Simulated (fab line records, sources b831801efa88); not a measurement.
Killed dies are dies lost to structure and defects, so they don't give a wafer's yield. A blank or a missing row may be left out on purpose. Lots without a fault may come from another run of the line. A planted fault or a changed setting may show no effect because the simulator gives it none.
Which tool did it? | flow gf180mcu | 15 lots, 45 wafers sampled, at 2 steps of a route of 602

WHAT THE GAUGES READ, wafer by wafer
GF_M4_RS_MEAS_05: measures by four-point-probe. Usual: M4_ALCU_RS 0.0694 ohm/sq, standard deviation 0.00088.
lot  | measured     | on            | M4_ALCU_RS (ohm/sq)  | flag
L718 | day 23 19:46 | film_metro-02 | 0.0694 0.0694 0.0691 |
L720 | day 24 06:50 | film_metro-03 | 0.0697 0.0695 0.0701 |
L719 | day 24 10:38 | film_metro-03 | 0.0688 0.0696 0.0691 |
L722 | day 25 00:18 | film_metro-02 | 0.0696 0.0692 0.0699 |
L723 | day 25 05:24 | film_metro-04 | 0.0682 0.0682 0.0685 |
L724 | day 25 14:07 | film_metro-02 | 0.0691 0.0694 0.0694 |
L727 | day 26 14:04 | film_metro-02 | 0.0696 0.0700 0.0697 |
L729 | day 27 07:59 | film_metro-02 | 0.0708 0.0709 0.0706 |
L732 | day 28 08:13 | film_metro-02 | 0.0699 0.0688 0.0692 |
L733 | day 28 11:44 | film_metro-02 | 0.0684 0.0689 0.0685 |
L734 | day 28 18:35 | film_metro-03 | 0.0710 0.0704 0.0706 |
L735 | day 29 01:00 | film_metro-04 | 0.0701 0.0704 0.0694 |
L736 | day 29 07:22 | film_metro-04 | 0.0684 0.0695 0.0686 |
L737 | day 29 19:24 | film_metro-02 | 0.0715 0.0711 0.0712 |
L738 | day 29 23:31 | film_metro-03 | 0.0695 0.0690 0.0697 |

GF_M4_CD_MEAS_14: target cd 280 nm. Usual: cd_nm 279.9 nm, standard deviation 1.1.
lot  | measured     | on        | cd_nm (nm)        | flag
L718 | day 24 18:05 | cd_sem-02 | 279.9 280.8 279.6 |
L720 | day 25 04:52 | cd_sem-02 | 279.4 278.2 278.5 |
L719 | day 25 07:42 | cd_sem-02 | 278.9 279.3 280.2 |
L722 | day 25 21:20 | cd_sem-02 | 280.7 280.5 280.4 |
L723 | day 26 02:55 | cd_sem-02 | 281.2 280.2 279.8 |
L724 | day 26 10:46 | cd_sem-02 | 280.7 280.0 280.1 |
L727 | day 27 10:24 | cd_sem-01 | 280.3 280.8 280.6 |
L729 | day 28 03:59 | cd_sem-01 | 279.1 280.2 280.5 |
L732 | day 29 03:27 | cd_sem-02 | 282.1 282.0 282.2 |
L733 | day 29 07:01 | cd_sem-02 | 279.1 278.9 279.4 |
L734 | day 29 13:40 | cd_sem-01 | 279.8 279.5 278.7 |
L735 | day 29 19:43 | cd_sem-02 | 281.4 281.8 280.9 |
L736 | day 30 02:08 | cd_sem-02 | 279.2 279.8 279.6 |
L737 | day 30 14:06 | cd_sem-01 | 279.2 281.2 280.4 |
L738 | day 30 17:58 | cd_sem-01 | 278.8 279.3 279.3 |

WHICH TOOL RAN EACH LOT (tool, then ch and the chambers of the sampled wafers, then the start)
The record holds no process step before these readings.

WHAT THE TOOLS THEMSELVES READ (means of the sampled wafers that have a number; where no wafer has one, the mark that the record gives instead)
The record holds no such reading with a usual standard deviation.

THE ANSWER, worked out from the rows above alone
Rule: a lot is off if the mean of its wafers that have a number lies more than 3 standard deviations from the usual mean. A lot without any number at a reading at which 4 lots or more have one is off too. The other lots that the step has rows for count as sound. The gauges are gone through in route order, then the tools' own readings, and for those a lot's mean is taken as printed above. The first step at which some lot is off is used, and at that step the reading that is off furthest; a lot without a number counts as furthest.
No lot is off at any reading shown: from this, nothing can be told.

WHAT THE SIMULATOR HAD PUT IN
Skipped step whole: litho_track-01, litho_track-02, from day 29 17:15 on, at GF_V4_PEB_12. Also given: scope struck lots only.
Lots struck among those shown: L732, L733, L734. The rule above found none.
